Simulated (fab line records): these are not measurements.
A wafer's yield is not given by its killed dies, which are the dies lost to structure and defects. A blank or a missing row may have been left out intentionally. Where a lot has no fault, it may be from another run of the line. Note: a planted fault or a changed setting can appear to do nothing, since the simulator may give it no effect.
Chamber matching | flow gf180mcu | hdpcvd-02 running GF_V3_CVD_00: 3 sister chambers
The step deposits SiO2, target thk 600 nm, time 100 s. 3 wafers are shown with their chamber, then 8 later ones without.

== WAFERS PAIRED WITH THEIR CHAMBERS ==
wafer  | chamber | sih4FlowSccm (sccm)
L831.4 | 1       | 60.13
L832.5 | 0       | 60.46
L833.1 | 2       | 60.11

== WAFERS WITH NO CHAMBER GIVEN ==
wafer  | sih4FlowSccm (sccm)
L833.4 | 60.18
L833.5 | 60.14
L843.1 | 59.84
L843.4 | 59.79
L843.6 | 60.03
L845.1 | 59.90
L845.4 | 59.97
L845.5 | 60.05

== WHICH CHAMBER EACH ONE RAN IN ==
wafer  | from the rows above          | in truth
L833.4 | can't be placed: 1 or 2 or 0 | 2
L833.5 | can't be placed: 1 or 2 or 0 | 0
L843.1 | can't be placed: 2 or 1 or 0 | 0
L843.4 | can't be placed: 2 or 1 or 0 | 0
L843.6 | can't be placed: 2 or 1 or 0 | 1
L845.1 | can't be placed: 2 or 1 or 0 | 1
L845.4 | can't be placed: 2 or 1 or 0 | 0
L845.5 | can't be placed: 2 or 1 or 0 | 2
0 of 8 placed correctly. Can't be placed from these rows: 8 (the true chamber is among the candidates in 8). Number placed wrongly: 0.
How it was worked out, from the rows above alone: a wafer's distance from a chamber is the root of the sum, over the readings, of the square of ((its reading less the chamber's mean) divided by the reading's scatter). The wafer belongs to the nearest chamber; if the next one is less than 2 further off, it can't be placed. For every chamber, the mean is computed from those of its wafers that are shown. The scatter: with one shown wafer a chamber, the root of the mean of the squares of how far each hidden wafer lies from its nearest shown one.
